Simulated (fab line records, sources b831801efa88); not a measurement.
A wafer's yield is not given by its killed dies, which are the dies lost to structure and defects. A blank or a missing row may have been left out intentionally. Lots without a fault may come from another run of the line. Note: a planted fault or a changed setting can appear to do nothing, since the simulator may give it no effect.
Matching of chambers || flow gf180mcu || 4 sister chambers for GF_V5_CMP_04 on cmp-02
The step polishes SiO2. 4 wafers are shown with their chamber, then 10 later ones without.

== WAFERS PAIRED WITH THEIR CHAMBERS ==
{"wafer": "L982.2", "chamber": 3, "motor_current_A (A)": 13.1}
{"wafer": "L982.3", "chamber": 0, "motor_current_A (A)": 11.7}
{"wafer": "L984.1", "chamber": 2, "motor_current_A (A)": 11.3}
{"wafer": "L984.4", "chamber": 1, "motor_current_A (A)": 11.9}

== WAFERS WHOSE CHAMBER IS MISSING ==
{"wafer": "L984.6", "motor_current_A (A)": 11.9}
{"wafer": "L985.1", "motor_current_A (A)": 12.6}
{"wafer": "L985.2", "motor_current_A (A)": 10.9}
{"wafer": "L985.3", "motor_current_A (A)": 12.1}
{"wafer": "L986.1", "motor_current_A (A)": 12.5}
{"wafer": "L986.3", "motor_current_A (A)": 11.4}
{"wafer": "L986.5", "motor_current_A (A)": 11.2}
{"wafer": "L987.4", "motor_current_A (A)": 12.9}
{"wafer": "L987.5", "motor_current_A (A)": 10.9}
{"wafer": "L987.6", "motor_current_A (A)": 11.7}

== WHICH CHAMBER EACH ONE RAN IN ==
{"wafer": "L984.6", "from the rows above": "can't be placed: 1 or 0 or 2", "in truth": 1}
{"wafer": "L985.1", "from the rows above": "can't be placed: 3 or 1 or 0", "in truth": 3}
{"wafer": "L985.2", "from the rows above": "can't be placed: 2 or 0 or 1", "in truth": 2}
{"wafer": "L985.3", "from the rows above": "can't be placed: 1 or 0 or 2", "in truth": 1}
{"wafer": "L986.1", "from the rows above": "can't be placed: 1 or 3 or 0 or 2", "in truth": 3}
{"wafer": "L986.3", "from the rows above": "can't be placed: 2 or 0 or 1", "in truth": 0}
{"wafer": "L986.5", "from the rows above": "can't be placed: 2 or 0 or 1", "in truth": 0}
{"wafer": "L987.4", "from the rows above": 3, "in truth": 3}
{"wafer": "L987.5", "from the rows above": "can't be placed: 2 or 0 or 1", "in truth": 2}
{"wafer": "L987.6", "from the rows above": "can't be placed: 0 or 1 or 2", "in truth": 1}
1 of 10 placed correctly. Can't be placed from these rows: 9 (the true chamber is among the candidates in 9). 0 placed wrongly.
How it was worked out, from the rows above alone: a wafer's distance from a chamber is the root of the sum, over the readings, of the square of ((its reading less the chamber's mean) divided by the reading's scatter). The wafer belongs to the nearest chamber; if the next one is less than 2 further off, it can't be placed. The mean given for a chamber averages the wafers shown for that chamber. The scatter (one wafer shown for each chamber): square how far every hidden wafer sits from the nearest shown wafer, average those squares and take the square root.
